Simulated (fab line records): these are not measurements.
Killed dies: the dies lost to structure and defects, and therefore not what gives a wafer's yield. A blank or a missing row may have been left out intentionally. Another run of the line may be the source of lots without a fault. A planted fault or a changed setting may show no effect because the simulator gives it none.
Comparing a struck lot with a sound one || flow sky130 || 16 steps out of a route of 708
Sound: wafers L333.1, L333.5, L333.6. The struck wafers were L351.1, L351.2, L351.3. Last of all comes the cause.
At each step with rows: each side's tool, then ch and its chambers, then its first start. Under that, the readings that differ: sound wafers || struck wafers || difference of the means || sigmas: that difference in standard deviations of wafers without a fault.
alike: readings with means less than 2 such deviations apart, plus words and numbers identical on both sides. not compared: withheld readings, readings lacking a value on some wafer, bounds such as >300 that could conceal the same value, and numbers that have no deviation in the record and whose values overlap.
The two part at a step that has a row with sigmas, a row that says differs or no value, or rows on one side only. Non-overlapping numbers with no deviation appear without sigmas and do not part them. Lack of a reading on every wafer of one side parts them only where that side has two or more wafers.

first, 3 steps without rows for these wafers: SKY_METAL2_EXPOSE_12 (exposes mask MM2, target cd 140 nm); SKY_METAL2_PEB_13; SKY_METAL2_DEVELOP_14 (develop time 60 s).
SKY_METAL2_CD_MEAS_15: target cd 140 nm.
  sound on cd_sem-02, day 34 20:33; struck on cd_sem-01, day 40 22:11
  alike: cd_nm
SKY_METAL2_OVL_MEAS_16:
  sound on overlay-01, day 34 20:40; struck on overlay-01, day 40 22:19
  alike: METAL2_OVL
SKY_METAL2_DESCUM_17: chemistry O2, time 8 s.
  sound on rie_metal-01 ch 0,1, day 34 20:42; struck on rie_metal-03 ch 0,1, day 40 22:20
  alike: drypump_motor_current_A, he_backside_leak_sccm, oes_product_au, rf_fwd_power_W
  not compared: rf_hours_counter_h
SKY_METAL2_ETCH_18: etches BARC in N2/H2, stops on SiO2, time 45.9 s, target depth 60 nm.
  sound on rie_metal-01 ch 0,1, day 34 20:44; struck on rie_metal-03 ch 0,1, day 40 22:22
{"reading": "n2_flow_sccm (sccm)", "sound": "99.7 100.0 99.7", "struck": "100.3 101.0 100.0", "difference": "+0.6", "sigmas": "+2"}
  alike: drypump_motor_current_A, he_backside_leak_sccm, oes_product_au, rf_fwd_power_W, throttle_valve_pct
  not compared: rf_hours_counter_h
SKY_METAL2_METAL_ETCH_19: etches the open film in Cl2/BCl3, stops on SiO2, target depth 360 nm, time 78 s.
  sound on rie_metal-01 ch 0,1, day 34 20:48; struck on rie_metal-03 ch 0,1, day 40 22:26
  alike: drypump_motor_current_A, he_backside_leak_sccm, oes_product_au, rf_fwd_power_W, throttle_valve_pct
  not compared: rf_hours_counter_h
SKY_METAL2_STRIP_20: strips in O2/N2.
  sound on plasma_asher-01 ch 0,1, day 34 20:53; struck on plasma_asher-01 ch 0,1, day 40 22:32
  alike: drypump_motor_current_A, n2_flow_sccm, oes_product_au, strip_time_to_endpoint_s
  not compared: rf_hours_counter_h
then, 3 steps without rows for these wafers: SKY_METAL2_STRIP_21 (strips in post etch residue remover, time 1200 s); SKY_METAL2_CLEAN_22 (cleans in IPA, time 180 s); SKY_METAL2_CLEAN_23 (cleans in O3/DIW).
SKY_VIA2_HDPCVD_00: deposits SiO2, target thk 1180 nm, time 196.7 s.
  sound on hdpcvd-01 ch 0,2, day 34 21:29; struck on hdpcvd-01 ch 0,1,2, day 40 23:07
{"reading": "model.SiO2_of_VIA2_HDPCVD_00.thk_nm (nm)", "sound": "1179 1178 1175", "struck": "1612 1596 1595", "difference": "+424", "sigmas": ""}
SKY_VIA2_THK_MEAS_01:
  sound on film_metro-02, day 34 21:37; struck on film_metro-01, day 40 23:15
{"reading": "VIA2_HDPCVD_THK (nm)", "sound": "1180 1177 1176", "struck": "1612 1597 1597", "difference": "+424", "sigmas": "+35"}
SKY_VIA2_CMP_02: polishes SiO2.
  sound on cmp-02 ch 0,1,2, day 34 21:46; struck on cmp-01 ch 0,2,3, day 40 23:28
  alike: motor_current_A, slurry_flow_ml_min
SKY_PAD_OPEN_PROBE_99:
  the record has rows for the sound wafers here (prober-01, day 45 09:39) and none for the struck ones

WHERE THEY PART
First at SKY_METAL2_ETCH_18; last, within this record, at SKY_PAD_OPEN_PROBE_99.

WHY: what the simulator had put in
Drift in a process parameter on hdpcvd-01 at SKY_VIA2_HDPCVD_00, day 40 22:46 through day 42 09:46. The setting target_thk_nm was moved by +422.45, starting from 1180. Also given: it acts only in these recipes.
